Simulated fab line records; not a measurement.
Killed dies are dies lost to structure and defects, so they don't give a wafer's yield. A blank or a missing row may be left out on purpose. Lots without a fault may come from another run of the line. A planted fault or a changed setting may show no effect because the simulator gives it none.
The tool behind it: which one? :: flow gf180mcu :: 11 lots, 33 wafers sampled, at 2 steps of a route of 602

## WHAT EACH GAUGE READ, for each wafer
GF_V1_THK_MEAS_03.
lot: L328
measured: day 17 07:16
on: filmMetro-02
V1_CVD_02_THK (nm): 829 852 849

lot: L329
measured: day 17 16:38
on: filmMetro-01
V1_CVD_02_THK (nm): 855 871 859

lot: L330
measured: day 17 19:47
on: filmMetro-04
V1_CVD_02_THK (nm): 847 860 853

lot: L333
measured: day 19 03:58
on: filmMetro-01
V1_CVD_02_THK (nm): 844 845 859

lot: L336
measured: day 20 06:59
on: filmMetro-04
V1_CVD_02_THK (nm): 833 857 842

lot: L341
measured: day 22 03:25
on: filmMetro-04
V1_CVD_02_THK (nm): 838 859 862

lot: L343
measured: day 22 18:38
on: filmMetro-01
V1_CVD_02_THK (nm): 1163 841 857

lot: L345
measured: day 23 06:15
on: filmMetro-02
V1_CVD_02_THK (nm): 1159 1165 851

lot: L346
measured: day 23 11:56
on: filmMetro-01
V1_CVD_02_THK (nm): 843 851 857

lot: L347
measured: day 24 03:11
on: filmMetro-04
V1_CVD_02_THK (nm): 848 868 852

lot: L350
measured: day 24 20:22
on: filmMetro-01
V1_CVD_02_THK (nm): 832 862 848

## WHICH TOOL RAN EACH LOT (tool, then ch and the chambers of the sampled wafers, then the start)
lot: L328
GF_V1_CVD_02: pecvd-03 ch 1,2, day 17 07:10

lot: L329
GF_V1_CVD_02: pecvd-03 ch 1,2, day 17 16:34

lot: L330
GF_V1_CVD_02: pecvd-01 ch 0,1,2, day 17 19:41

lot: L333
GF_V1_CVD_02: pecvd-03 ch 0,1, day 19 03:53

lot: L336
GF_V1_CVD_02: pecvd-01 ch 0,2, day 20 06:55

lot: L341
GF_V1_CVD_02: pecvd-02 ch 0,2, day 22 03:19

lot: L343
GF_V1_CVD_02: pecvd-03 ch 0,1,2, day 22 18:34

lot: L345
GF_V1_CVD_02: pecvd-03 ch 0,2, day 23 06:11

lot: L346
GF_V1_CVD_02: pecvd-01 ch 0,1,2, day 23 11:52

lot: L347
GF_V1_CVD_02: pecvd-01 ch 0,1, day 24 03:05

lot: L350
GF_V1_CVD_02: pecvd-02 ch 0,1,2, day 24 20:18
- GF_V1_CVD_02: deposits SiO2 from TEOS, target thk 850 nm, time 94.851 s.

## THE ANSWER, worked out from the rows above alone
Rule: what is usual is taken from the lots themselves. The widest of any qualifying gaps counts: lots, ordered by their means at a reading, are off when they make up no more than a third of the lots, leave a main group of 4 or more, and stand apart from it by 3 or more times the standard deviation of that group's means. The tables above print the reading to a certain number of digits; a main group whose means all agree to those digits is not used. Also off: a lot with no number at a reading for which 4 or more lots have one. Any other lot the step has rows for is counted as sound.
Off: L343, L345, at GF_V1_THK_MEAS_03 (V1_CVD_02_THK). Mean 851 nm and standard deviation 5.5 in the main group.
If a tool, at a process step before that reading, ran all the lots that are off and no sound lot after the first of them, it fits. Gauges at GF_V1_THK_MEAS_03: tried the same way as those tools. One fits: pecvd-03 at GF_V1_CVD_02. A fault onset in the window from L333 (day 19 03:53, its last sound lot) to L343 (day 22 18:34, its first lot off) fits.

## WHAT THE SIMULATOR HAD INSERTED
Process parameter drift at GF_V1_CVD_02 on pecvd-03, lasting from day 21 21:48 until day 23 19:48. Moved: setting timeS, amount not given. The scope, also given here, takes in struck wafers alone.
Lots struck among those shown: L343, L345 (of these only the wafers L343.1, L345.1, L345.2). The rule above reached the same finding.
